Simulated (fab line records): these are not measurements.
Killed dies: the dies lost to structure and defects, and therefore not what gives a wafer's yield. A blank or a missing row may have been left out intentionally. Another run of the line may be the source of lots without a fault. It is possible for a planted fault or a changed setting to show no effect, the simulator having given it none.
Struck lot and sound lot, side by side / flow sky130 / 21 steps out of a route of 708
Sound: wafers L771.1, L771.4, L771.5. Struck: wafers L775.1, L775.4. (L775.5 of the same lot was not struck and is left out.) The cause comes at the end.
Each step with rows lists, per side, the tool, then ch with its chambers, then its first start. Under that, the readings that differ: sound wafers / struck wafers / difference of the means / sigmas: that difference in standard deviations of wafers without a fault.
alike: readings whose means differ by less than 2 such deviations, and words and numbers that are the same on both sides. not compared: withheld readings, readings that some wafer has no value for, bounds like >300 that may hide the same value, and numbers for which the record gives no deviation and whose values overlap.
Wherever a step has rows on one side only, a row that says differs or no value, or a row with sigmas, the two part there. Non-overlapping numbers with no deviation appear without sigmas and do not part them. A reading missing from all wafers of one side parts the sides only when that side holds two or more wafers.

first, 5 steps without rows for these wafers: SKY_VT_ADJUST_LVTN_COAT_02 (resist thk 3000 nm); SKY_VT_ADJUST_LVTN_SOFTBAKE_03; SKY_VT_ADJUST_LVTN_EXPOSE_04 (exposes mask NWM COMPLEMENT LESS NATIVE, target cd 840 nm); SKY_VT_ADJUST_LVTN_PEB_05; SKY_VT_ADJUST_LVTN_DEVELOP_06 (develop time 60 s).
SKY_VT_ADJUST_LVTN_OVL_MEAS_07:
  sound on overlay-02 at day 7 18:23; struck on overlay-02 at day 9 00:03
  alike: VT_ADJUST_LVTN_OVL
after that, 1 step had no rows for these wafers: SKY_VT_ADJUST_LVTN_IMPLANT_08.
SKY_VT_ADJUST_LVTN_STRIP_09: strips in O2/N2.
  sound on plasma-asher-03 ch 1, day 7 18:34; struck on plasma-asher-02 ch 0, day 9 00:14
  alike: drypump-motor-current-A, oes-product-au, strip-time-to-endpoint-s
  not compared: rf-hours-counter-h
SKY_VT_ADJUST_LVTN_TW_MEAS_10:
  sound on film-metro-02 at day 7 18:40; struck on film-metro-02 at day 9 00:20
  alike: VT_ADJUST_LVTN_TW
then, 3 steps without rows for these wafers: SKY_VT_ADJUST_LVTN_DEHYDRATE_11 (time 60 s); SKY_VT_ADJUST_LVTN_HMDS_12 (prime time 60 s); SKY_VT_ADJUST_LVTN_COAT_13 (resist thk 1140 nm).
SKY_VT_ADJUST_LVTN_SOFTBAKE_14: time 60 s.
  sound on litho-track-02 ch 0, day 8 04:29; struck on litho-track-02 ch 0, day 9 11:02
reading=run-length-s (s); sound=89.06 89.01 89.13; struck=122.63 122.59; difference=+33.54; sigmas=+99 or more
reading=model.NOVOLAK_of_VT_ADJUST_LVTN_COAT_13.thk-nm (nm); sound=1140 1137 1141; struck=1129 1127; difference=-11; sigmas=
then, 2 steps without rows for these wafers: SKY_VT_ADJUST_LVTN_EXPOSE_15 (exposes mask HVN STD DERIVED, target cd 600 nm); SKY_VT_ADJUST_LVTN_PEB_16.
SKY_VT_ADJUST_LVTN_DEVELOP_17: develop time 60 s.
  sound on litho-track-04 ch 0, day 8 14:33; struck on litho-track-04 ch 0, day 9 22:18
reading=model.NOVOLAK_of_VT_ADJUST_LVTN_COAT_13.thk-nm (nm); sound=1140 1136 1141; struck=1129 1127; difference=-11; sigmas=
SKY_VT_ADJUST_LVTN_OVL_MEAS_18:
  sound on overlay-02 at day 8 14:42; struck on overlay-02 at day 9 22:27
reading=VT_ADJUST_LVTN_01_OVL (nm); sound=0.0 0.9 -0.9; struck=4.0 3.2; difference=+3.6; sigmas=+3
after that, 1 step had no rows for these wafers: SKY_VT_ADJUST_LVTN_IMPLANT_19.
SKY_VT_ADJUST_LVTN_STRIP_20: strips in O2/N2.
  sound on plasma-asher-03 ch 0,1, day 8 14:53; struck on plasma-asher-03 ch 1, day 9 22:38
reading=strip-time-to-endpoint-s (s); sound=14.18 14.12 14.19; struck=14.05 14.03; difference=-0.12; sigmas=-3
  alike: drypump-motor-current-A, oes-product-au
  not compared: rf-hours-counter-h
SKY_VT_ADJUST_LVTN_TW_MEAS_21:
  sound on film-metro-02 at day 8 14:59; struck on film-metro-02 at day 9 22:44
  alike: VT_ADJUST_LVTN_2_TW
-- here the record skips 38 days between the struck wafers' starts before and after, leaving off in module VT_ADJUST_LVTN and picking up in module PAD_OPEN (first step shown: number 708 of the route) --
SKY_PAD_OPEN_PROBE_99:
  record: rows for the struck wafers here (prober-02, day 48 00:19), none for the sound ones

WHERE THEY PART
Last at SKY_PAD_OPEN_PROBE_99 as far as this record goes, first at SKY_VT_ADJUST_LVTN_SOFTBAKE_14.

WHY: what had been put in by the simulator
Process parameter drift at SKY_VT_ADJUST_LVTN_SOFTBAKE_14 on litho-track-02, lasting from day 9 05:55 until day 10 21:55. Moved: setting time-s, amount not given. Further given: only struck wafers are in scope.
